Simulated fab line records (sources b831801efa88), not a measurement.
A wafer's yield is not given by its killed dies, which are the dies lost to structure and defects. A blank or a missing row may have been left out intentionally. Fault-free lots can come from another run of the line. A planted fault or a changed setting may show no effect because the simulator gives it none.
Which tool was responsible? -- flow gf180mcu -- 14 lots, 42 wafers sampled, at 4 steps of a route of 602

WHAT THE GAUGES SHOWED, per wafer
GF_V1_THK_MEAS_25: measures by xrf. Usual: V1_W_THK 365 nm, standard deviation 5.
lot,measured,on,V1_W_THK (nm),flag
L838,day 18 09:32,filmMetro-04,359 353 360,
L840,day 19 04:05,filmMetro-01,368 366 366,
L841,day 19 08:27,filmMetro-03,366 360 355,
L842,day 19 15:26,filmMetro-04,362 359 358,
L843,day 20 00:06,filmMetro-03,373 372 376,
L845,day 20 21:08,filmMetro-01,369 368 364,
L846,day 21 08:35,filmMetro-03,370 364 369,
L848,day 21 20:13,filmMetro-03,366 369 366,
L849,day 22 05:08,filmMetro-04,357 360 364,
L850,day 22 12:44,filmMetro-01,360 363 360,
L851,day 22 21:37,filmMetro-04,364 360 360,
L859,day 25 14:18,filmMetro-01,368 363 365,
L860,day 25 18:41,filmMetro-03,364 370 378,
L861,day 26 03:28,filmMetro-01,367 367 368,

GF_M2_CD_MEAS_14: target cd 280 nm. Usual: 280.0 nm for cdNm, sd 1.4.
lot,measured,on,cdNm (nm),flag
L838,day 19 09:58,cdSem-01,279.5 279.7 278.8,
L840,day 20 04:11,cdSem-02,280.6 280.1 280.8,
L841,day 20 08:49,cdSem-02,280.1 281.7 279.7,
L842,day 20 15:56,cdSem-01,280.9 280.9 279.8,
L843,day 21 00:38,cdSem-02,276.8 276.8 276.1,
L845,day 21 21:02,cdSem-02,280.0 279.6 280.9,
L846,day 22 07:43,cdSem-02,278.8 280.2 279.2,
L848,day 22 19:27,cdSem-02,280.9 280.7 280.0,
L849,day 23 04:30,cdSem-01,281.4 280.3 280.6,
L850,day 23 12:01,cdSem-01,280.3 280.6 282.2,
L851,day 23 20:51,cdSem-01,276.3 276.1 276.5,
L859,day 26 12:13,cdSem-01,279.7 280.1 279.7,
L860,day 26 15:32,cdSem-01,279.4 279.1 279.1,
L861,day 27 00:42,cdSem-02,283.2 281.7 282.9,

EACH LOT AND THE TOOL THAT RAN IT (in order: tool; ch and the chambers of the sampled wafers; start)
lot,GF_V1_CVD_23,GF_M2_SPUTTER_01
L838,"cvdW-02 ch 0,1, day 18 09:18","pvdSputter-04, day 18 09:59"
L840,"cvdW-01 ch 0,1, day 19 03:51","pvdSputter-03, day 19 04:32"
L841,"cvdW-02 ch 0,1, day 19 08:13","pvdSputter-03, day 19 08:54"
L842,"cvdW-01 ch 0,1, day 19 15:12","pvdSputter-04, day 19 15:52"
L843,"cvdW-01 ch 0,1, day 19 23:53","pvdSputter-02, day 20 00:32"
L845,"cvdW-02 ch 0,1, day 20 20:55","pvdSputter-02, day 20 21:36"
L846,"cvdW-02 ch 0,1, day 21 08:21","pvdSputter-04, day 21 09:01"
L848,"cvdW-02 ch 0,1, day 21 19:58","pvdSputter-02, day 21 20:40"
L849,"cvdW-01 ch 0,1, day 22 04:54","pvdSputter-03, day 22 05:35"
L850,"cvdW-02 ch 0, day 22 12:29","pvdSputter-03, day 22 13:11"
L851,"cvdW-01 ch 0,1, day 22 21:22","pvdSputter-02, day 22 22:04"
L859,"cvdW-02 ch 0, day 25 14:04","pvdSputter-02, day 25 14:45"
L860,"cvdW-01 ch 0,1, day 25 18:27","pvdSputter-04, day 25 19:08"
L861,"cvdW-01 ch 0, day 26 03:14","pvdSputter-03, day 26 03:56"
- GF_V1_CVD_23: deposits W, target thk 350 nm, time 105.05 s.
- GF_M2_SPUTTER_01: material TiN, target thk 30 nm, time 25 s.

WHAT THE TOOLS THEMSELVES READ (means of the sampled wafers that have a number; where no wafer has one, the mark that the record gives instead)
GF_V1_CVD_23. Usual: heaterPowerOuterW 444 W, standard deviation 38; heaterPowerW 738 W, standard deviation 59.
lot,tool,heaterPowerOuterW (W),heaterPowerW (W),flag
L838,cvdW-02,493,818,
L840,cvdW-01,425,705,
L841,cvdW-02,482,784,
L842,cvdW-01,416,690,
L843,cvdW-01,422,700,
L845,cvdW-02,493,797,
L846,cvdW-02,493,806,
L848,cvdW-02,478,798,
L849,cvdW-01,421,699,
L850,cvdW-02,509,841,
L851,cvdW-01,416,694,
L859,cvdW-02,510,839,
L860,cvdW-01,415,709,
L861,cvdW-01,415,687,

GF_M2_SPUTTER_01. Usual: cathodeDcPowerW 6500.0 W, standard deviation 1.2; chamberPressurePa 0.3999 Pa, standard deviation 0.00082; throttleValvePct 30.2 %, standard deviation 1.
lot,tool,cathodeDcPowerW (W),chamberPressurePa (Pa),throttleValvePct (%),flag
L838,pvdSputter-04,6500.5,0.3990,28.8,
L840,pvdSputter-03,6499.9,0.3996,30.0,
L841,pvdSputter-03,6499.3,0.4011,30.0,
L842,pvdSputter-04,6500.1,0.4004,29.8,
L843,pvdSputter-02,6500.0,0.4003,30.8,
L845,pvdSputter-02,6500.8,0.4000,30.3,
L846,pvdSputter-04,6499.6,0.4002,28.7,
L848,pvdSputter-02,6499.1,0.4002,30.4,
L849,pvdSputter-03,6500.0,0.3999,29.8,
L850,pvdSputter-03,-,-,-,OFF
L851,pvdSputter-02,-,-,-,OFF
L859,pvdSputter-02,6499.1,0.3999,30.7,
L860,pvdSputter-04,6500.6,0.4007,30.7,
L861,pvdSputter-03,6498.9,0.3996,29.2,

THE ANSWER, worked out from the rows above alone
Rule: a lot counts as off when the mean over its wafers that have a number is more than 3 standard deviations away from the usual mean. Also off: a lot with no number at a reading for which 4 or more lots have one. Where the step has rows for the other lots, those lots are counted as sound. First the gauges in route order, then the tools' own readings, where a lot's mean is used as printed above. At the first step where some lot is off, the reading lying furthest off is the one used; lots without a number count as furthest.
Off: L850, L851 (GF_M2_SPUTTER_01, cathodeDcPowerW). Without a number there: L850, L851.
If a tool, at that step or one of the process steps before it, ran each lot that is off and ran no sound lot following the first of them, it fits. None of those tried fits.

WHAT THE SIMULATOR HAD PUT IN
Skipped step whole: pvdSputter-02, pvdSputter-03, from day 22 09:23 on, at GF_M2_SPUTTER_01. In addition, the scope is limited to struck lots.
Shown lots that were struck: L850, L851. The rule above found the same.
